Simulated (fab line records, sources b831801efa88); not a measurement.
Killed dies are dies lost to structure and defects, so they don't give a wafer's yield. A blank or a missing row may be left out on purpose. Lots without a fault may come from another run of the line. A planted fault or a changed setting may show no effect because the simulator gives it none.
fab line records | flow sfq_line
record lots=5 wafers=14 last_day=81
route steps=325 shown JJ@185
lots that met no fault: from a run of the same line without faults
start_h: hours from the record's first day to the start of the lot's first wafer shown | wait_h: hours since the lot's step before | " the same as in the row above | L1.1+2: a row that stands for several wafers | - no value, or no start given | * or withheld: withheld | < > ~ a bound
route shown NAME@n: a module of which the file shows steps, and the number in the route of the first | usual: mean/standard deviation of fault-free wafers | same: alike in all rows | chamber/n: place in a boat | sites: the reading at each site | _std_site: their standard deviation | _edge_site: outer sites' mean less inner sites' | radius_mm: how far each site lies from the wafer's centre | mask NAME#n: copy n | behind: the tool/chamber that last shaped the wafer | hold: why the lot was held/for how many hours/how that ended | device: the transistor (n, p or np) that didn't switch | end of line: the same wafers' tests at the end of the route | a step without rows: its recipe alone | killed: dies lost to structure and defects at the first sort, not the wafer's yield | map: a wafer's dies, x killed, . not, _ none there
set.NAME: the setting as run; set.NAME@STEP: as run at that earlier step | model.NAME: the simulator's own value behind a step, which no gauge read
lots at some steps of the route; a table a step, a row a wafer
services: from which hour (start_h, from the record's first day; less than 0 if before it) a tool's chamber was out of use, for how many hours, and why
## steps
# step SFQ_TRILAYER_JJ_CE_LITHO_COAT_119
# recipe resist=BARC spin_rpm=3000 resist_thk_nm=62
# step SFQ_TRILAYER_JJ_CE_LITHO_COAT_114
# recipe resist=KrF spin_rpm=3000 resist_thk_nm=600
# step SFQ_TRILAYER_JJ_CE_LITHO_SOFTBAKE_118
# recipe temp_c=withheld time_s=withheld resist=KrF
# step SFQ_TRILAYER_JJ_CE_LITHO_EXPOSE_115
# recipe mask_id=J5 na=0.6 source_shape=conventional sigma_outer=0.65 target_cd_nm=700 dose_mj=14.4
# step SFQ_TRILAYER_JJ_CE_LITHO_PEB_117
# recipe peb_temp_c=115 peb_time_s=60 resist=KrF
# step SFQ_TRILAYER_JJ_CE_LITHO_DEVELOP_116
# recipe time_s=60 resist=KrF
# step SFQ_JJ_OVL_MEAS_931
# usual J5_OVL=1/5
# columns lot.wafer tool chamber start_h wait_h J5_OVL[nm]
L985.1 overlay-01 - 1060.84 0.1 0
L985.2 " - " " 0
L985.3 " - " " -3
L988.3 overlay-01 - 1176.74 0.1 -2
L988.5 " - " " -11
L988.6 " - " " -11
L990.1 overlay-01 - 1188.73 0.1 -3
L990.3 " - " " 2
L992.2 overlay-02 - 1299.74 0.1 10
L992.4 " - " " 8
L992.5 " - " " 2
L106.1 overlay-02 - 1537.16 0.1 -8
L106.2 " - " " -4
L106.6 " - " " -5
# step SFQ_TRILAYER_JJ_CE_METRO_MEASURE_117
# usual cd_nm=700.0/1.3
# columns lot.wafer tool chamber start_h wait_h cd_nm
L985.1 cd_sem-02 - 1060.87 0.0 699.3
L985.2 " - " " 698.3
L985.3 " - " " 699.0
L988.3 cd_sem-02 - 1177.16 0.4 702.0
L988.5 " - " " 701.2
L988.6 " - " " 701.2
L990.1 cd_sem-01 - 1188.76 0.0 702.6
L990.3 " - " " 700.9
L992.2 cd_sem-01 - 1299.97 0.2 697.7
L992.4 " - " " 699.8
L992.5 " - " " 699.0
L106.1 cd_sem-01 - 1537.20 0.0 699.8
L106.2 " - " " 698.3
L106.6 " - " " 699.8
# step SFQ_TRILAYER_JJ_CE_BARC_OPEN_RIE_150
# recipe mask_material=PR chemistry=O2 target_depth_nm=240 target=BARC icp_w=600 bias_w=80 pressure_mtorr=10 time_s=80
# usual chamber_pressure_mTorr=10.000/0.0099 drypump_motor_current_A=6.04/0.29 oes_product_au=0.537/0.0044
# columns lot.wafer tool chamber start_h wait_h chamber_pressure_mTorr drypump_motor_current_A oes_product_au rf_hours_counter_h
L985.1 rie_metal-03 1 1062.07 1.0 9.978 6.33 0.539 116
L985.2 " 0 " " 10.014 5.74 0.541 129
L985.3 " 1 " " 10.017 6.33 0.539 -
L988.3 rie_metal-01 0 1177.99 0.6 10.007 5.71 0.530 -
L988.5 " 0 " " 9.980 5.69 0.537 -
L988.6 " 1 " " 9.990 5.79 0.532 -
L990.1 rie_metal-01 1 1189.96 1.0 9.994 5.75 0.534 7
L990.3 " 1 " " 9.997 5.78 0.538 -
L992.2 rie_metal-01 1 1300.97 0.8 10.006 5.82 0.533 23
L992.4 " 0 " " 10.002 5.69 0.543 -
L992.5 " 0 " " 10.015 5.70 0.534 -
L106.1 rie_metal-02 1 1538.40 1.0 10.020 6.21 0.534 37
L106.2 " 0 " " 9.982 6.34 0.538 110
L106.6 " 1 " " 10.003 6.22 0.538 -
# step SFQ_TRILAYER_JJ_CE_ETCH_RIE_118
# recipe target=Nb stop_on=Al2O3 mask_material=PR taper_deg=13.257 over_etch_frac=0.15 time_s=97.7 chemistry=SF6 target_depth_nm=170 icp_w=600 bias_w=80 pressure_mtorr=10
# usual chamber_pressure_mTorr=9.999/0.0096 drypump_motor_current_A=6.04/0.28 oes_product_au=0.989/0.0076
# columns lot.wafer tool chamber start_h wait_h chamber_pressure_mTorr drypump_motor_current_A oes_product_au rf_hours_counter_h
L985.1 rie_metal-03 1 1062.16 0.1 9.995 6.34 0.967 116
L985.2 " 0 " " 9.997 5.74 0.991 129
L985.3 " 1 " " 9.993 6.34 0.980 -
L988.3 rie_metal-01 0 1178.09 0.1 10.003 5.69 0.993 -
L988.5 " 0 " " 10.005 5.69 0.993 -
L988.6 " 1 " " 10.000 5.83 0.998 -
L990.1 rie_metal-01 1 1190.05 0.1 10.000 5.81 0.993 7
L990.3 " 1 " " 10.008 5.85 0.995 -
L992.2 rie_metal-01 1 1301.06 0.1 10.003 5.80 0.996 24
L992.4 " 0 " " 9.998 5.72 0.982 -
L992.5 " 0 " " 9.994 5.70 0.993 -
L106.1 rie_metal-02 1 1538.49 0.1 10.002 6.24 0.980 37
L106.2 " 0 " " 10.005 6.38 0.975 110
L106.6 " 1 " " 9.988 6.25 0.982 -
# step SFQ_TRILAYER_JJ_ANODIZE_ANODIZE_119
# recipe current_density_ma_cm2=withheld end_current_density_ma_cm2=withheld bath_temp_c=withheld
# step SFQ_TRILAYER_JJ_CE_STRIP_STRIP_120
# recipe gas=O2 power_w=200 platen_temp_c=40 overash_fraction=0.65 chemistry=O2 pressure_mtorr=50
# usual chamber_pressure_mTorr=50.01/0.045 drypump_motor_current_A=6.13/0.27 oes_product_au=0.998/0.01 platen_temp_c=39.99/0.12
# same overash_fraction=0.65
# columns lot.wafer tool chamber start_h wait_h chamber_pressure_mTorr drypump_motor_current_A oes_product_au platen_temp_c rf_hours_counter_h
L985.1 rie_metal-01 1 1062.77 0.0 50.00 5.84 0.997 40.13 140
L985.2 " 0 " " 49.95 5.70 1.004 39.96 4
L985.3 " 1 " " 49.96 5.83 0.986 39.86 -
L988.3 rie_metal-02 0 1178.86 0.2 50.04 6.36 0.987 40.00 -
L988.5 " 1 " " 50.03 6.22 0.980 39.94 -
L988.6 " 0 " " 50.00 6.38 0.977 39.94 -
L990.1 rie_metal-02 0 1190.66 0.0 49.98 6.35 0.986 40.51 59
L990.3 " 1 " " 49.98 6.25 0.982 39.93 -
L992.2 rie_metal-02 1 1301.67 0.0 50.06 6.23 1.004 39.97 6
L992.4 " 1 " " 49.95 6.24 0.999 40.01 -
L992.5 " 0 " " 50.07 6.38 1.001 39.87 -
L106.1 rie_metal-01 1 1539.14 0.0 49.98 5.81 0.989 39.92 55
L106.2 " 0 " " 50.06 5.70 0.997 40.20 76
L106.6 " 1 " " 50.00 5.82 0.990 39.79 -
# step SFQ_TRILAYER_JJ_CE_STRIP_SOLV_CLEAN_121
# recipe chemistry=NMP temp_c=70 time_s=600
## services
# columns tool chamber start_h hours kind
cd_sem-01 - 1072.91 1.7 pm
cd_sem-01 - 1091.76 0.8 pm
cd_sem-01 - 1117.87 1.1 pm
cd_sem-02 - 1122.56 0.5 pm
cd_sem-02 - 1133.41 0.5 pm
cd_sem-02 - 1138.25 0.6 pm
cd_sem-01 - 1146.27 0.5 pm
rie_metal-01 0 1154.19 8.4 repair
rie_metal-02 - 1191.53 2.8 pm
rie_metal-02 - 1209.95 1.0 repair
cd_sem-01 - 1275.76 0.8 pm
cd_sem-02 - 1289.80 1.7 pm
cd_sem-01 - 1301.87 0.4 pm
cd_sem-02 - 1307.31 1.5 pm
cd_sem-02 - 1317.41 1.2 pm
cd_sem-01 - 1330.27 1.6 pm
cd_sem-01 - 1342.91 6.0 pm
cd_sem-01 - 1348.92 2.5 pm
rie_metal-01 - 1399.62 1.2 repair
rie_metal-01 1 1433.67 11.6 repair
rie_metal-01 1 1448.75 8.4 repair
cd_sem-01 - 1459.76 2.3 pm
cd_sem-01 - 1485.87 1.5 pm
cd_sem-01 - 1514.27 0.5 pm
## key
first_sign step=SFQ_TRILAYER_JJ_CE_STRIP_STRIP_120 reading=platen_temp_c direction=up sigmas=4.4 usual=* struck=*
effect none on later readings
met_at SFQ_TRILAYER_JJ_CE_STRIP_STRIP_120
struck_wafers L990.1
onset_between 1178.86 1190.66
fault kind=process_parameter_drift tool=rie_metal-02 chamber=0 onset_h=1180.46 steps=SFQ_TRILAYER_JJ_CE_STRIP_STRIP_120 channel=platen_temp_c offset=* shape=step end_h=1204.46 acts_in=* stated=*
